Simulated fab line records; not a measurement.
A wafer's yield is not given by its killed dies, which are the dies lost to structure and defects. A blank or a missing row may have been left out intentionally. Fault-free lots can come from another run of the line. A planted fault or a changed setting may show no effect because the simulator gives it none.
Which tool was responsible? :: flow gf180mcu :: 6 lots with 18 wafers sampled at 4 steps, on a route of 602 steps

== WHAT EACH GAUGE READ, for each wafer ==
GF_M1_OVL_MEAS_15.
lot: L845
measured: day 18 22:19
on: overlay-02
M1_OVL (nm): 6 9 7

lot: L848
measured: day 19 14:24
on: overlay-01
M1_OVL (nm): -4 -1 8

lot: L850
measured: day 20 18:47
on: overlay-02
M1_OVL (nm): -12 -6 -10

lot: L852
measured: day 21 08:44
on: overlay-02
M1_OVL (nm): 9 6 6

lot: L861
measured: day 24 11:20
on: overlay-01
M1_OVL (nm): -3 -3 -2

lot: L863
measured: day 24 21:44
on: overlay-02
M1_OVL (nm): -3 -5 3

== WHAT TOOL EACH LOT RAN ON (gives the tool, then ch and the chambers of the sampled wafers, and finally the start) ==
lot: L845
GF_CONTACT_STRIP_18: plasma_asher-04 ch 1, day 17 20:44
GF_CONTACT_SPUTTER_22: pvd_sputter-02, day 17 21:02
GF_M1_SPUTTER_03: pvd_sputter-01, day 17 22:43

lot: L848
GF_CONTACT_STRIP_18: plasma_asher-01 ch 0,1, day 18 13:22
GF_CONTACT_SPUTTER_22: pvd_sputter-02, day 18 13:41
GF_M1_SPUTTER_03: pvd_sputter-03, day 18 14:31

lot: L850
GF_CONTACT_STRIP_18: plasma_asher-02 ch 0,1, day 19 17:15
GF_CONTACT_SPUTTER_22: pvd_sputter-02, day 19 17:32
GF_M1_SPUTTER_03: pvd_sputter-01, day 19 18:22

lot: L852
GF_CONTACT_STRIP_18: plasma_asher-04 ch 0,1, day 20 07:38
GF_CONTACT_SPUTTER_22: pvd_sputter-02, day 20 07:57
GF_M1_SPUTTER_03: pvd_sputter-04, day 20 08:47

lot: L861
GF_CONTACT_STRIP_18: plasma_asher-02 ch 0,1, day 23 11:41
GF_CONTACT_SPUTTER_22: pvd_sputter-01, day 23 11:57
GF_M1_SPUTTER_03: pvd_sputter-03, day 23 12:47

lot: L863
GF_CONTACT_STRIP_18: plasma_asher-01 ch 0,1, day 23 23:11
GF_CONTACT_SPUTTER_22: pvd_sputter-02, day 23 23:29
GF_M1_SPUTTER_03: pvd_sputter-03, day 24 00:19
- GF_CONTACT_STRIP_18: strips in O2/N2.
- GF_CONTACT_SPUTTER_22: material Ti, target thk 15 nm, time 80.02 s.
- GF_M1_SPUTTER_03: material Ti, target thk 10 nm, time 6.7 s.

== THE ANSWER, worked out from the rows above alone ==
Rule: the lots themselves supply what counts as usual. Put in order of their means at a reading, lots are off if they are a third of the lots or fewer, leave a main group of 4 or more, and stand apart from it by a gap of 3 or more times the standard deviation of the main group's means; of several such gaps the widest counts. If all means in a main group match to the digits the tables above print for the reading, that group is not used. A lot without any number at a reading at which 4 lots or more have one is off too. All remaining lots with rows at the step are treated as sound.
Nothing can be told from this: no lot is off at any reading shown.

== WHAT THE SIMULATOR HAD INSERTED ==
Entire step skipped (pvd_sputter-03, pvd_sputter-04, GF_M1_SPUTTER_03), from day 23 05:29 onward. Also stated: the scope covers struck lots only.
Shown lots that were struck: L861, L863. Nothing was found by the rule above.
